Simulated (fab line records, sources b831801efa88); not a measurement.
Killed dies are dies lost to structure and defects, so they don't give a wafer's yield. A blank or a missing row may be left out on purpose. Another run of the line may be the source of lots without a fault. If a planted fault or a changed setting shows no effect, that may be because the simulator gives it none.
A single fault, viewed from 2 desks    flow sfq-line    what lay behind the numbers comes last; until then each desk has only its own

== AT THE METROLOGY DESK ==
Lot by lot, what the gauges showed, no matter which tool ran the lot: averages of those sampled wafers that carry a number. Any lot whose mean is over 4 standard deviations away from the usual mean is out of limits and marked OUT; that distance is given in the brackets.
Columns: A = M6_NB_RS at SFQ_M6_RS_MEAS_938, usual 0.890 ohm/sq; B = M8_BOW at SFQ_M8_BOW_MEAS_951, usual 9 um
lot   first seen here  A      B
L541  day 68 11:41     0.907  -5
L543  day 70 06:20     0.876  11
L544  day 70 13:29     0.877  2
L545  day 70 14:50     0.868  19
L546  day 70 16:01     0.876  26
L547  day 70 17:14     0.888  13
L548  day 70 19:26     0.886  2
L549  day 70 20:37     0.904  6
L551  day 72 22:47     0.891  -3
L552  day 73 02:17     0.900  20
L559  day 76 08:13     0.883  20
L560  day 77 12:19     0.898  5
L561  day 78 15:31     0.904  10
L562  day 78 17:53     0.896  0
L564  day 78 21:56     0.890  4
This desk's finding: nothing out of limits on any of the 15 lots.

== TOOL OWNER'S DESK, pecvd-04 ==
The tool's own readings at SFQ_TRILAYER_I0_DEP_PECVD_027 (deposits SiO2 from SiH4/N2O, time 111.11 s, target thk 500 nm): means of the sampled wafers that have a number, for each lot that ran on this tool. Any lot whose mean is over 4 standard deviations away from the usual mean is out of limits and marked OUT; that distance is given in the brackets.
Columns: A = heater-power-w at SFQ_TRILAYER_I0_DEP_PECVD_027, usual 86 W; B = run-length-s at SFQ_TRILAYER_I0_DEP_PECVD_027, usual 138.8 s; C = showerhead-vpp-V at SFQ_TRILAYER_I0_DEP_PECVD_027, usual 825 V; D = susceptor-temp-C at SFQ_TRILAYER_I0_DEP_PECVD_027, usual 150.00 C; E = throttle-valve-pct at SFQ_TRILAYER_I0_DEP_PECVD_027, usual 25.2 %
lot   first seen here  A   B                C    D       E
L541  day 7 09:08      69  138.2            807  150.03  25.4
L544  day 8 09:08      93  138.2            856  150.02  24.0
L545  day 8 12:44      64  138.4            821  150.05  25.4
L548  day 9 08:47      80  138.4            827  150.03  25.5
L552  day 10 11:56     76  138.7            817  149.97  25.6
L559  day 11 20:31     68  146.1 (+11) OUT  822  150.25  25.9
L560  day 12 05:49     64  146.1 (+11) OUT  816  149.98  25.9
L561  day 12 11:44     93  153.9 (+23) OUT  836  150.00  25.4
This desk's finding: out of limits on L559, L560, L561; first on L559, day 11 20:31 (run-length-s at SFQ_TRILAYER_I0_DEP_PECVD_027). L541, L544, L545, L548, L552: within limits.

== ALL TOGETHER ==
At day 11 20:31, on L559, L560, L561, the tool owner's desk was in a position to raise an alarm.
From the metrology desk's view, nothing was out of limits.
The metrology desk holds a record of L559, L560, L561, inside its limits.
SFQ_TRILAYER_I0_DEP_PECVD_027 was run on pecvd-04 by each of the lots named.

== WHAT WAS PUT IN BY THE SIMULATOR ==
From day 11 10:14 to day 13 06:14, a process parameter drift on pecvd-04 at SFQ_TRILAYER_I0_DEP_PECVD_027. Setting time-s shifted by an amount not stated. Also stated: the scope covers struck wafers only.
Shown lots that were struck: L559, L560, L561.
Time in hours from fault onset to the first out-of-limits reading at each desk: the tool owner's desk, 10.
